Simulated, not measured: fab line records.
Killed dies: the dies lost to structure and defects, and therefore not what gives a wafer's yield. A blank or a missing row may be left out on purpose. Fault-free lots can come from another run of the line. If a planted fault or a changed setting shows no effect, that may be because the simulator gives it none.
Which of the tools did it? + flow sky130 + 12 lots, 36 wafers sampled, at 5 steps of a route of 708

## WHAT THE GAUGES READ, wafer by wafer
SKY_CONTACT_THK_MEAS_26: measures by xrf.
| lot  | measured     | on            | CONTACT_W_THK (nm) |
|------|--------------|---------------|--------------------|
| L619 | day 31 04:50 | film-metro-02 | 346 349 346        |
| L620 | day 31 18:38 | film-metro-03 | 356 354 354        |
| L623 | day 32 13:23 | film-metro-04 | 356 361 350        |
| L624 | day 34 02:53 | film-metro-03 | 349 348 350        |
| L627 | day 34 06:35 | film-metro-04 | 352 360 351        |
| L628 | day 34 11:22 | film-metro-02 | 342 344 337        |
| L629 | day 34 19:20 | film-metro-04 | 349 351 351        |
| L630 | day 35 00:16 | film-metro-04 | 351 351 348        |
| L636 | day 36 23:18 | film-metro-04 | 352 352 351        |
| L637 | day 37 03:32 | film-metro-02 | 346 350 349        |
| L640 | day 37 22:10 | film-metro-04 | 347 350 349        |
| L641 | day 38 10:16 | film-metro-02 | 354 347 351        |

SKY_VIA1_BOW_MEAS_03.
| lot  | measured     | on            | VIA1_BOW (um) |
|------|--------------|---------------|---------------|
| L619 | day 32 09:31 | film-metro-01 | 82 95 66      |
| L620 | day 32 23:27 | film-metro-02 | 78 70 87      |
| L623 | day 33 18:52 | film-metro-04 | 88 90 79      |
| L624 | day 35 08:12 | film-metro-02 | 82 92 85      |
| L627 | day 35 11:54 | film-metro-01 | 79 77 74      |
| L628 | day 35 16:53 | film-metro-04 | 74 74 78      |
| L629 | day 36 01:05 | film-metro-04 | 94 82 102     |
| L630 | day 36 05:33 | film-metro-04 | 85 75 81      |
| L636 | day 38 03:32 | film-metro-02 | 92 77 74      |
| L637 | day 38 08:05 | film-metro-04 | 73 69 81      |
| L640 | day 39 03:14 | film-metro-01 | 71 82 85      |
| L641 | day 39 12:46 | film-metro-02 | 84 75 68      |

SKY_VIA2_THK_MEAS_01.
| lot  | measured     | on            | VIA2_HDPCVD_THK (nm) |
|------|--------------|---------------|----------------------|
| L619 | day 34 18:16 | film-metro-02 | 1176 1190 1171       |
| L620 | day 35 07:56 | film-metro-03 | 1184 1173 1166       |
| L623 | day 36 03:42 | film-metro-04 | 1176 1173 1171       |
| L624 | day 37 16:23 | film-metro-03 | 1177 1165 1174       |
| L627 | day 37 19:56 | film-metro-02 | 1186 1173 1177       |
| L628 | day 38 01:04 | film-metro-03 | 1165 1164 1172       |
| L629 | day 38 08:56 | film-metro-04 | 1171 1181 1189       |
| L630 | day 38 12:37 | film-metro-02 | 1162 1161 1169       |
| L636 | day 40 08:29 | film-metro-03 | 1175 1168 1174       |
| L637 | day 40 11:02 | film-metro-03 | 1179 1170 1761       |
| L640 | day 41 05:57 | film-metro-02 | 1162 1160 1759       |
| L641 | day 41 15:56 | film-metro-02 | 1186 1184 1186       |

## WHAT TOOL EACH LOT RAN ON (gives the tool, then ch and the chambers of the sampled wafers, and finally the start)
| lot  | SKY_CONTACT_ETCH_18                           | SKY_VIA2_HDPCVD_00               |
|------|-----------------------------------------------|----------------------------------|
| L619 | rie-diel-01 ch 0,1,3, day 31 04:50 or earlier | hdpcvd-01 ch 0,2, day 34 18:08   |
| L620 | rie-diel-03 ch 0,2, day 31 18:38 or earlier   | hdpcvd-02 ch 0,2, day 35 07:49   |
| L623 | rie-diel-03 ch 0,1,2, day 32 13:23 or earlier | hdpcvd-01 ch 0,1,2, day 36 03:37 |
| L624 | rie-diel-03 ch 0,1, day 34 02:53 or earlier   | hdpcvd-02 ch 0,2, day 37 16:16   |
| L627 | rie-diel-01 ch 0,1,3, day 34 06:35 or earlier | hdpcvd-01 ch 0,2, day 37 19:47   |
| L628 | rie-diel-04 ch 1,2, day 34 11:22 or earlier   | hdpcvd-02 ch 1,2, day 38 00:56   |
| L629 | rie-diel-01 ch 0,1, day 34 19:20 or earlier   | hdpcvd-02 ch 0,2, day 38 08:49   |
| L630 | rie-diel-04 ch 1,2,3, day 35 00:16 or earlier | hdpcvd-02 ch 0,1,2, day 38 12:29 |
| L636 | rie-diel-03 ch 0,1,3, day 36 23:18 or earlier | hdpcvd-02 ch 1,2, day 40 08:21   |
| L637 | rie-diel-03 ch 1,2,3, day 37 03:32 or earlier | hdpcvd-02 ch 0,1, day 40 10:54   |
| L640 | rie-diel-03 ch 0,1,2, day 37 22:10 or earlier | hdpcvd-02 ch 0,1,2, day 41 05:49 |
| L641 | rie-diel-01 ch 0,2,3, day 38 10:16 or earlier | hdpcvd-01 ch 0,1,2, day 41 15:47 |
- SKY_CONTACT_ETCH_18: etches Si3N4 in CHF3/O2, stops on TiN, time 39 s, target depth 75 nm.
- SKY_VIA2_HDPCVD_00: deposits SiO2, target thk 1180 nm, time 196.7 s.

## AS READ BY THE TOOLS THEMSELVES (means over the sampled wafers that have a number; for cases with no such wafer, the mark the record gives instead)
SKY_CONTACT_ETCH_18.
| lot  | tool        | drypump-motor-current-A (A) | oes-product-au (a.u.) | throttle-valve-pct (%) |
|------|-------------|-----------------------------|-----------------------|------------------------|
| L619 | rie-diel-01 | 6.1                         | 0.859                 | 8.799                  |
| L620 | rie-diel-03 | 5.5                         | 0.853                 | 8.797                  |
| L623 | rie-diel-03 | 5.5                         | 0.863                 | 8.797                  |
| L624 | rie-diel-03 | 5.5                         | 0.843                 | 8.793                  |
| L627 | rie-diel-01 | 6.2                         | 0.851                 | 8.792                  |
| L628 | rie-diel-04 | 5.6                         | 0.854                 | 8.792                  |
| L629 | rie-diel-01 | 5.9                         | 0.852                 | 8.794                  |
| L630 | rie-diel-04 | 5.5                         | 0.852                 | 8.792                  |
| L636 | rie-diel-03 | 5.5                         | 0.859                 | 8.793                  |
| L637 | rie-diel-03 | 5.4                         | 0.846                 | 8.792                  |
| L640 | rie-diel-03 | 5.5                         | 0.856                 | 8.793                  |
| L641 | rie-diel-01 | 6.0                         | 0.851                 | 8.795                  |

SKY_VIA2_HDPCVD_00.
| lot  | tool      | sih4-flow-sccm (sccm) |
|------|-----------|-----------------------|
| L619 | hdpcvd-01 | 60.06                 |
| L620 | hdpcvd-02 | 59.98                 |
| L623 | hdpcvd-01 | 59.93                 |
| L624 | hdpcvd-02 | 60.09                 |
| L627 | hdpcvd-01 | 60.12                 |
| L628 | hdpcvd-02 | 59.96                 |
| L629 | hdpcvd-02 | 59.88                 |
| L630 | hdpcvd-02 | 60.08                 |
| L636 | hdpcvd-02 | 59.97                 |
| L637 | hdpcvd-02 | 69.85                 |
| L640 | hdpcvd-02 | 69.92                 |
| L641 | hdpcvd-01 | 59.96                 |

## THE ANSWER, worked out from the rows above alone
Rule: usual is defined by the lots themselves. Put in order of their means at a reading, lots are off if they are a third of the lots or fewer, leave a main group of 4 or more, and stand apart from it by a gap of 3 or more times the standard deviation of the main group's means; of several such gaps the widest counts. The tables above print the reading to a certain number of digits; a main group whose means all agree to those digits is not used. A lot without any number at a reading at which 4 lots or more have one is off too. Any other lot the step has rows for is counted as sound. First the gauges in route order, then the tools' own readings, where a lot's mean is used as printed above. The first step at which some lot is off is used, and at that step the reading that is off furthest; a lot without a number counts as furthest.
Off: L637, L640, at SKY_VIA2_THK_MEAS_01 (VIA2_HDPCVD_THK). Mean 1175 nm and standard deviation 6.1 in the main group.
A tool fits if, at a process step before that reading, it ran every lot that is off, and no sound lot after the first of them. The gauges at SKY_VIA2_THK_MEAS_01 aren't tried: what is off there is off at SKY_VIA2_HDPCVD_00 too, on other tools, and a gauge's error can't cause that. Because SKY_CONTACT_ETCH_18 lacks a start for some lots, the hours and order of its lots are taken from SKY_CONTACT_THK_MEAS_26. Can't be told from this: 2 tools fit, rie-diel-03 at SKY_CONTACT_ETCH_18, hdpcvd-02 at SKY_VIA2_HDPCVD_00.

## WHAT THE SIMULATOR HAD INSERTED
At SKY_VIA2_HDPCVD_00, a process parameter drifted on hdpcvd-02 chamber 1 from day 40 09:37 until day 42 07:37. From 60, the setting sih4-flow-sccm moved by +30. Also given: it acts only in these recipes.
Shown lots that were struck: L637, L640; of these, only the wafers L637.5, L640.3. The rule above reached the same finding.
